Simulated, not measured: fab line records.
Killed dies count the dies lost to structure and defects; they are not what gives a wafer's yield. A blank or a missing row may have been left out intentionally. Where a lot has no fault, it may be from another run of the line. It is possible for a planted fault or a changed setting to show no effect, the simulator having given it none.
A single fault, viewed from 2 desks -- flow gf180mcu -- only its own numbers are on each desk; what lay behind them is given at the end

## THE METROLOGY DESK
What the gauges read, lot by lot, whatever tool the lot ran on: means of the sampled wafers that have a number. A lot is out of limits, marked OUT, if its mean lies more than 4 standard deviations from the usual mean; the brackets give that distance.
Columns: A = cd_nm at GF_HV_LDD_CD_MEAS_19, usual 400.2 nm; B = HV_LDD_01_OVL at GF_HV_LDD_OVL_MEAS_20, usual 1.0 nm; C = cd_nm at GF_HV_LDD_CD_MEAS_46, usual 399.4 nm; D = HV_LDD_03_OVL at GF_HV_LDD_OVL_MEAS_47, usual 0.2 nm
lot,first seen here,A,B,C,D
L778,day 10 17:57,396.9,2.8,398.5,2.5
L781,day 11 10:01,398.8,-0.5,400.4,0.6
L783,day 12 04:23,397.1,0.9,401.0,-1.2
L784,day 12 13:45,403.0,1.5,400.5,1.1
L785,day 12 21:18,399.8,1.7,397.4,1.2
L786,day 13 07:02,403.3,1.0,399.9,0.1
L787,day 13 14:32,412.3 (+4.7) OUT,2.0,403.1,0.8
L788,day 14 02:37,402.3,3.2,400.0,-1.7
L789,day 14 11:57,408.6,-0.0,398.9,1.6
L798,day 17 02:55,401.4,-0.7,399.6,1.3
L799,day 17 06:40,399.7,3.5,399.5,-0.3
L801,day 18 00:35,401.8,1.4,399.0,-0.6
This desk's verdict: out of limits on L787, starting with L787 at day 13 14:32 (cd_nm at GF_HV_LDD_CD_MEAS_19). In limits: L778, L781, L783, L784, L785, L786, L788, L789, L798, L799, L801.

## FOR THE TOOL OWNER'S DESK: litho_track-01
The tool's own readings at GF_HV_LDD_COAT_14 (resist thk 1000 nm): means of the sampled wafers that have a number, for each lot that ran on this tool. A lot is out of limits, marked OUT, if its mean lies more than 4 standard deviations from the usual mean; the brackets give that distance.
Columns: A = exhaust_pa at GF_HV_LDD_COAT_14, usual 44.9 Pa; B = spin_speed_rpm at GF_HV_LDD_COAT_14, usual 2999.8 rpm
lot,first seen here,A,B
L783,day 11 18:43,44.8,2998.6
L785,day 12 12:13,43.5,2998.3
L786,day 12 21:04,45.3,2998.7
L787,day 13 03:55,44.6,3997.1 (+99 or more) OUT
L789,day 14 01:31,45.3,3996.6 (+99 or more) OUT
L799,day 16 19:26,45.2,2998.0
L801,day 17 13:08,43.7,2999.5
This desk's verdict: out of limits on L787, L789, starting with L787 at day 13 03:55 (spin_speed_rpm at GF_HV_LDD_COAT_14). In limits: L783, L785, L786, L799, L801.

## BROUGHT TOGETHER
At day 13 03:55, on L787, L789, the tool owner's desk was in a position to raise an alarm.
At day 13 14:32 the metrology desk could have sounded an alarm, on L787.
The metrology desk holds a record of L789, inside its limits.
All the named lots went through GF_HV_LDD_COAT_14 on litho_track-01.

## WHAT WAS PUT IN BY THE SIMULATOR
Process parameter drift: litho_track-01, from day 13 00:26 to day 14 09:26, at GF_HV_LDD_COAT_14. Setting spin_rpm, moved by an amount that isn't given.
Lots struck among those shown: L787, L789.
Delay (hours) between the fault's onset and each desk's first out-of-limits reading: 3 at the tool owner's desk, 14 at the metrology desk.
